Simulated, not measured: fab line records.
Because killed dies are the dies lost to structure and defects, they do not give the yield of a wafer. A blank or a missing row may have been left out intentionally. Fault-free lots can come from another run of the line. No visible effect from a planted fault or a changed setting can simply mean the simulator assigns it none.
fab line records | flow sky130
[record] lots = 6 wafers = 18 last-day = 50
route steps=708 shown VIA1@467
lots that met no fault: taken from a fault-free run of the same line
start-h: hours from the record's opening day to when the first of the lot's shown wafers began | wait-h: how many hours have passed since the lot's step before this one | " repeats the value in the row above | L1.1+2: a row that stands for several wafers | - either no value or no given start | * or withheld: withheld | < > ~ a bound
route shown NAME@n: NAME is a module with steps in the file, n the number in the route of the first one | usual: the fault-free wafers' mean and standard deviation | same: alike in all rows | chamber/n: place in a boat | sites: each site's reading | _std_site: standard deviation across them | _edge_site: mean of outer sites minus mean of inner sites | radius-mm: for every site, how far away it sits from the centre of the wafer | mask NAME#n: copy n | behind: the tool/chamber that last shaped the wafer | hold: why the lot went on hold/how many hours it stayed there/how the hold came to an end | device: the n, p or np transistor that did not switch | end of line: the tests these same wafers got at the end of their route | a step with no rows: only its recipe | killed: dies that structure and defects cost at the first sort, which is not the same as the wafer's yield | map: a wafer's dies, x killed, . not, _ none there
set.NAME: the run value of the setting; set.NAME@STEP: its run value at that earlier step | model.NAME: the simulator's own value behind a step, which no gauge read
lots at some steps of the route; a table a step, a row a wafer
services: a tool's chamber out of use, with start hour (start-h, from the record's first day; less than 0 if before it), hours out, and reason
[[steps]]
[step SKY_VIA1_EXPOSE_09]
[recipe] mask-id = VIM na = 0.8 source-shape = annular sigma-inner = 0.55 sigma-outer = 0.85 target-cd-nm = 150 dose-mj = 38
[step SKY_VIA1_PEB_10]
[recipe] peb-temp-c = withheld peb-time-s = withheld resist = KrF-thick
[step SKY_VIA1_DEVELOP_11]
[recipe] develop-time-s = 60 resist = KrF-thick dev-temp-c = 21
[step SKY_VIA1_CD_MEAS_12]
[recipe] target-cd-nm = 150
[usual] cd-nm = 149.7/1.8
// columns lot.wafer tool chamber start-h wait-h cd-nm
L898.2 cd-sem-02 - 786.13 - 151.2
L898.3 " - " " 150.4
L898.4 " - " " 149.7
L908.1 cd-sem-02 - 866.96 - 149.8
L908.2 " - " " 152.3
L908.4 " - " " 150.6
L913.1 cd-sem-02 - 934.85 - 149.1
L913.4 " - " " 148.0
L913.6 " - " " 148.9
L914.1 cd-sem-02 - 939.26 - 151.3
L914.2 " - " " 152.6
L914.5 " - " " 152.2
L920.1 cd-sem-01 - 947.63 - 150.0
L920.4 " - " " 150.5
L920.6 " - " " 150.9
L921.1 cd-sem-02 - 955.40 - 149.1
L921.3 " - " " 148.2
L921.4 " - " " 149.0
[step SKY_VIA1_OVL_MEAS_13]
[usual] VIA1_OVL = 1/5.1
// columns lot.wafer tool chamber start-h wait-h VIA1_OVL[nm]
L898.2 overlay-01 - 786.24 0.1 1
L898.3 " - " " 4
L898.4 " - " " -2
L908.1 overlay-02 - 867.08 0.1 14
L908.2 " - " " 3
L908.4 " - " " 1
L913.1 overlay-01 - 934.97 0.1 -6
L913.4 " - " " -6
L913.6 " - " " -5
L914.1 overlay-01 - 939.38 0.1 -6
L914.2 " - " " -10
L914.5 " - " " -1
L920.1 overlay-02 - 947.75 0.1 6
L920.4 " - " " 6
L920.6 " - " " 3
L921.1 overlay-02 - 955.52 0.1 -2
L921.3 " - " " 2
L921.4 " - " " 4
[step SKY_VIA1_ETCH_14]
[recipe] chemistry = N2/H2 target = BARC ion-energy-ev = 200 source-w = 500 bias-w = 100 pressure-mtorr = 30 n2-flow-sccm = 100 h2-flow-sccm = 200 stop-on = SiO2 time-s = 45.9 target-depth-a = 600
[usual] drypump-motor-current-A = 5.7/0.44 oes-product-au = 0.854/0.0043 rf-fwd-power-W = 495.1/1.7 throttle-valve-pct = 13.225/0.0096
// columns lot.wafer tool chamber start-h wait-h drypump-motor-current-A oes-product-au rf-fwd-power-W rf-hours-counter-h throttle-valve-pct
L898.2 rie-diel-01 3 786.27 0.0 5.9 0.850 493.8 10 13.236
L898.3 " 1 " " 4.8 0.853 491.0 15 13.238
L898.4 " 2 " " 4.9 0.853 499.6 - 13.206
L908.1 rie-diel-01 1 867.12 0.0 4.8 0.855 495.7 17 13.236
L908.2 " 2 " " 4.9 0.859 494.3 19 13.226
L908.4 " 0 " " 6.1 0.856 493.0 1 13.225
L913.1 rie-diel-01 2 935.01 0.0 4.8 0.850 494.0 21 13.233
L913.4 " 1 " " 4.8 0.855 494.1 20 13.221
L913.6 " 3 " " 5.9 0.857 494.9 - 13.229
L914.1 rie-diel-03 1 939.42 0.0 5.5 0.856 497.4 2 13.241
L914.2 " 2 " " 6.4 0.855 495.5 9 13.222
L914.5 " 2 " " 6.4 0.855 495.0 - 13.219
L920.1 rie-diel-03 1 947.79 0.0 5.6 0.861 495.9 3 13.220
L920.4 " 0 " " 5.7 0.857 495.5 11 13.209
L920.6 " 1 " " 5.6 0.858 496.5 - 13.214
L921.1 rie-diel-03 2 955.56 0.0 6.4 0.855 494.6 10 13.244
L921.3 " 0 " " 5.7 0.850 494.2 11 13.241
L921.4 " 3 " " 5.4 0.854 495.8 0 13.225
[step SKY_VIA1_ETCH_15]
[recipe] target = SiO2 chemistry = C4F8/O2/Ar target-depth-nm = 351 stop-on = TiN mask-material = KrF-thick source-w = 1500 bias-w = 1200 pressure-mtorr = 40 c4f8-flow-sccm = withheld O2_flow_sccm = 6 Ar_flow_sccm = 300 time-s = 54
[usual] oes-product-au = 0.979/0.0065 rf-fwd-power-W = 1488/5.1
// columns lot.wafer tool chamber start-h wait-h oes-product-au rf-fwd-power-W rf-hours-counter-h
L898.2 rie-diel-01 3 786.31 0.0 0.975 1490 10
L898.3 " 1 " " 0.976 1483 15
L898.4 " 2 " " 0.976 1501 -
L908.1 rie-diel-01 1 867.16 0.0 0.980 1490 17
L908.2 " 2 " " 0.965 1488 19
L908.4 " 0 " " 0.979 1483 1
L913.1 rie-diel-01 2 935.05 0.0 0.985 1494 21
L913.4 " 1 " " 0.978 1486 20
L913.6 " 3 " " 0.973 1487 -
L914.1 rie-diel-03 1 939.46 0.0 0.982 1487 2
L914.2 " 2 " " 0.978 1482 9
L914.5 " 2 " " 0.978 1485 -
L920.1 rie-diel-03 1 947.83 0.0 0.976 1495 3
L920.4 " 0 " " 0.968 1481 11
L920.6 " 1 " " 0.972 1493 -
L921.1 rie-diel-03 2 955.60 0.0 0.983 1485 10
L921.3 " 0 " " 0.988 1482 11
L921.4 " 3 " " 0.974 1483 0
[step SKY_VIA1_STRIP_16]
[recipe] chemistry = O2/N2 power-w = 1400 pressure-mtorr = 1500 platen-temp-c = withheld o2-flow-sccm = 3000 n2-flow-sccm = 300 overash-fraction = 0.5
[usual] drypump-motor-current-A = 5.4/0.35 oes-product-au = 0.416/0.0047 strip-time-to-endpoint-s = 4.462/0.029
// columns lot.wafer tool chamber start-h wait-h drypump-motor-current-A oes-product-au rf-hours-counter-h strip-time-to-endpoint-s
L898.2 plasma-asher-01 0 786.35 0.0 5.2 0.410 34 4.465
L898.3 " 0 " " 5.3 0.420 - 4.446
L898.4 " 1 " " 5.4 0.420 - 4.431
L908.1 plasma-asher-04 1 867.20 0.0 5.4 0.413 75 4.487
L908.2 " 0 " " 5.6 0.418 75 4.484
L908.4 " 0 " " 5.6 0.411 - 4.461
L913.1 plasma-asher-01 0 935.10 0.0 5.2 0.412 47 4.445
L913.4 " 0 " " 5.2 0.408 - 4.429
L913.6 " 1 " " 5.3 0.421 - 4.476
L914.1 plasma-asher-01 1 939.51 0.0 5.3 0.418 48 4.462
L914.2 " 0 " " 5.2 0.414 48 4.471
L914.5 " 1 " " 5.3 0.414 - 4.459
L920.1 plasma-asher-03 0 947.88 0.0 4.8 0.421 21 4.496
L920.4 " 1 " " 5.9 0.414 - 4.486
L920.6 " 1 " " 5.9 0.415 - 4.469
L921.1 plasma-asher-01 1 955.65 0.0 5.3 0.416 49 4.481
L921.3 " 0 " " 5.2 0.422 - 4.443
L921.4 " 1 " " 5.4 0.414 - 4.457
[step SKY_VIA1_STRIP_17]
[recipe] chemistry = post-etch-residue-remover time-s = 1200 temp-c = 72.5
[step SKY_VIA1_CLEAN_18]
[recipe] chemistry = IPA time-s = 180 temp-c = 25
[step SKY_VIA1_CLEAN_19]
[recipe] chemistry = O3/DIW dry = n2-spin
[step SKY_VIA1_SPUTTER_20]
[recipe] material = TiN target-thk-nm = 20 chamber-pressure-pa = 5 power-w = 4000 time-s = 80
[usual] throttle-valve-pct = 30.0/1.4
// columns lot.wafer tool chamber start-h wait-h throttle-valve-pct
L898.2 pvd-sputter-04 - 786.95 0.0 28.3
L898.3 " - " " 30.9
L898.4 " - " " 28.5
L908.1 pvd-sputter-01 - 867.81 0.0 29.9
L908.2 " - " " 29.5
L908.4 " - " " 33.0
L913.1 pvd-sputter-01 - 935.70 0.0 29.6
L913.4 " - " " 33.1
L913.6 " - " " 28.6
L914.1 pvd-sputter-04 - 940.14 0.0 30.8
L914.2 " - " " 28.5
L914.5 " - " " 28.4
L920.1 pvd-sputter-01 - 948.62 0.0 28.6
L920.4 " - " " 29.7
L920.6 " - " " 32.8
L921.1 pvd-sputter-01 - 956.27 0.0 29.7
L921.3 " - " " 28.7
L921.4 " - " " 32.9
[step SKY_VIA1_CVD_21]
[recipe] material = W target-thk-nm = 270 time-s = 80.902 temp-c = 400 pressure-torr = 40
[usual] chamber-pressure-Torr = 40.01/0.099 heater-power-outer-w = 538/32 heater-power-w = 851/46
// columns lot.wafer tool chamber start-h wait-h chamber-pressure-Torr heater-power-outer-w heater-power-w
L898.2 cvd-w-02 0 787.01 0.0 40.09 579 907
L898.3 " 0 " " 40.19 597 881
L898.4 " 1 " " 39.96 574 929
L908.1 cvd-w-02 0 867.88 0.0 40.13 599 897
L908.2 " 1 " " 40.08 602 953
L908.4 " 0 " " 40.14 606 900
L913.1 cvd-w-01 1 935.76 0.0 - - -
L913.4 " 1 " " - - -
L913.6 " 1 " " - - -
L914.1 cvd-w-02 1 940.20 0.0 - - -
L914.2 " 0 " " - - -
L914.5 " 0 " " - - -
L920.1 cvd-w-01 0 948.68 0.0 40.03 504 824
L920.4 " 1 " " 40.01 548 835
L920.6 " 0 " " 39.98 507 830
L921.1 cvd-w-01 1 956.33 0.0 40.01 551 812
L921.3 " 0 " " 40.17 505 814
L921.4 " 1 " " 40.05 532 828
[step SKY_VIA1_RS_MEAS_22]
[recipe] thk-meas-gauge = four-point-probe reads = W_of_VIA1_CVD_21+TiN_of_VIA1_SPUTTER_20
[usual] VIA1_W_RS = 0.425/0.0045
// columns lot.wafer tool chamber start-h wait-h VIA1_W_RS[ohm/sq]
L898.2 film-metro-01 - 787.12 0.1 0.433
L898.3 " - " " 0.429
L898.4 " - " " 0.425
L908.1 film-metro-04 - 867.97 0.1 0.426
L908.2 " - " " 0.417
L908.4 " - " " 0.434
L913.1 film-metro-04 - 935.85 0.1 57.801
L913.4 " - " " 58.297
L913.6 " - " " 58.647
L914.1 film-metro-04 - 940.30 0.1 59.060
L914.2 " - " " 58.776
L914.5 " - " " 57.595
L920.1 film-metro-03 - 948.77 0.1 0.420
L920.4 " - " " 0.428
L920.6 " - " " 0.425
L921.1 film-metro-04 - 956.42 0.1 0.428
L921.3 " - " " 0.426
L921.4 " - " " 0.430
[step SKY_VIA1_THK_MEAS_23]
[recipe] thk-meas-gauge = xrf reads = W_of_VIA1_CVD_21
[usual] VIA1_W_THK = 271/3.5
// columns lot.wafer tool chamber start-h wait-h VIA1_W_THK[nm]
L898.2 film-metro-01 - 787.23 0.1 267
L898.3 " - " " 268
L898.4 " - " " 272
L908.1 film-metro-04 - 868.09 0.1 271
L908.2 " - " " 278
L908.4 " - " " 266
L913.1 film-metro-04 - 935.97 0.1 <0
L913.4 " - " " <0
L913.6 " - " " <0
L914.1 film-metro-04 - 940.42 0.1 <0
L914.2 " - " " <0
L914.5 " - " " <0
L920.1 film-metro-03 - 948.89 0.1 276
L920.4 " - " " 268
L920.6 " - " " 272
L921.1 film-metro-04 - 956.54 0.1 267
L921.3 " - " " 267
L921.4 " - " " 264
[step SKY_VIA1_CMP_24]
[recipe] stop-on = SiO2 t-overpolish-s = 15 down-force-psi = 3.5 platen-rpm = 60 target-thk-nm = 0 pad-velocity-m-s = 0.94248
[usual] motor-current-A = 11.1/0.93 time-to-endpoint-s = 65/4.5
// columns lot.wafer tool chamber start-h wait-h motor-current-A time-to-endpoint-s
L898.4 cmp-02 2 787.33 0.1 9.0 64
L898.2 " 3 " " 12.6 64
L898.3 " 0 " " 12.3 67
L908.2 cmp-02 0 868.15 0.0 12.2 67
L908.4 " 1 " " 11.6 69
L908.1 " 2 " " 9.8 60
L913.4 cmp-01 2 936.08 0.1 11.2 6
L913.1 " 0 " " 9.9 10
L913.6 " 2 " " 11.9 6
L914.1 cmp-02 2 940.48 0.1 9.8 2
L914.2 " 1 " " 11.6 6
L914.5 " 3 " " 12.1 2
L920.4 cmp-01 1 948.95 0.0 10.9 67
L920.1 " 0 " " 9.9 73
L920.6 " 1 " " 11.0 66
L921.3 cmp-01 3 956.60 0.0 11.1 53
L921.1 " 1 " " 11.4 63
L921.4 " 2 " " 11.3 63
[[services]]
// columns tool chamber start-h hours kind
rie-diel-03 0 769.39 13.0 repair
rie-diel-01 0 775.48 26.3 repair
cmp-01 - 784.00 1.0 repair
cmp-02 - 784.37 0.5 repair
cmp-02 - 791.76 2.2 repair
rie-diel-01 1 794.19 12.3 repair
plasma-asher-01 - 806.17 10.0 pm
cmp-02 - 812.98 4.3 repair
rie-diel-03 3 815.33 17.0 repair
cmp-01 - 817.42 1.1 repair
cvd-w-01 - 822.03 6.9 pm
cvd-w-02 0 824.57 8.5 repair
rie-diel-03 1 824.74 5.7 repair
cmp-01 - 862.20 1.0 repair
rie-diel-01 2 880.94 21.7 repair
rie-diel-03 2 884.18 3.3 repair
cvd-w-02 1 885.45 10.6 repair
rie-diel-03 2 891.33 4.2 repair
rie-diel-01 0 897.40 9.5 repair
rie-diel-03 - 908.74 0.5 repair
rie-diel-01 1 912.17 9.8 repair
rie-diel-03 1 935.51 2.7 repair
rie-diel-01 1 942.67 14.7 repair
rie-diel-03 - 954.04 1.1 repair
[[key]]
[first-sign] step = SKY_VIA1_CVD_21 reading = tool-record direction = missing
[effect] step = SKY_VIA1_RS_MEAS_22 reading = VIA1_W_RS direction = up sigmas = 99+ usual = 0.425 struck = 58.363
[effect] step = SKY_VIA1_THK_MEAS_23 reading = VIA1_W_THK direction = down sigmas = 78 usual = 271 struck = <0
[effect] step = SKY_VIA1_CMP_24 reading = time-to-endpoint-s direction = down sigmas = 13 usual = * struck = *
met-at SKY_VIA1_CVD_21
struck-wafers L913.1,L913.4,L913.6,L914.1,L914.2,L914.5
later-rows-left-out L913.1,L913.4,L913.6,L914.1,L914.2,L914.5
sort-left-out L913.1,L913.4,L913.6,L914.1,L914.2,L914.5
onset-between 867.88 935.76
[fault] kind = skipped-step-whole tool = cvd-w-01,cvd-w-02 chamber = - onset-h = 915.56 steps = SKY_VIA1_CVD_21 scope = struck-lots-only
// sort-left-out: the simulated sort isn't trusted on such a fault, so these wafers' sort isn't shown, and their yield isn't known
// later-rows-left-out: the simulator's readings of these wafers behind a module that went badly wrong aren't trusted and aren't shown, but for the sort
